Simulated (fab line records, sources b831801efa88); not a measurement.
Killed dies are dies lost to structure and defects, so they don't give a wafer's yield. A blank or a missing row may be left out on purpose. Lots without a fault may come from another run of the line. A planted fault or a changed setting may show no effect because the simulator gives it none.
Chamber matching | flow gf180mcu | GF_V1_CMP_26 on cmp-01: 3 sister chambers
The step polishes, stops on SiO2, t overpolish 15 s, target thk 0 nm. 6 wafers are shown with their chamber, then 4 later ones without.

WAFERS WITH THEIR CHAMBER
wafer  | chamber | motor_current_A (A) | time_to_endpoint_s (s)
L629.6 | 2       | 10.8                | 89
L630.1 | 0       | 9.3                 | 84
L630.5 | 3       | 12.3                | 93
L630.6 | 0       | 9.6                 | 85
L631.3 | 2       | 11.3                | 85
L631.4 | 3       | 12.9                | 86

WAFERS WITHOUT THEIR CHAMBER
wafer  | motor_current_A (A) | time_to_endpoint_s (s)
L632.1 | 9.2                 | 84
L632.5 | 9.0                 | 82
L639.1 | 12.3                | 87
L639.4 | 9.4                 | 84

WHICH CHAMBER EACH WENT THROUGH
wafer  | from the rows above | in truth
L632.1 | 0                   | 0
L632.5 | 0                   | 0
L639.1 | 3                   | 3
L639.4 | 0                   | 0
Placed correctly: 4 of 4. Can't be placed from these rows: 0. Placed wrongly: 0.
How it was worked out, from the rows above alone: a wafer's distance from a chamber is the root of the sum, over the readings, of the square of ((its reading less the chamber's mean) divided by the reading's scatter). The wafer belongs to the nearest chamber; if the next one is less than 2 further off, it can't be placed. A chamber's mean is the mean of its shown wafers. The scatter: the root of (the sum of the squares of (reading less its chamber's mean) over the shown wafers, divided by (wafers less chambers)).
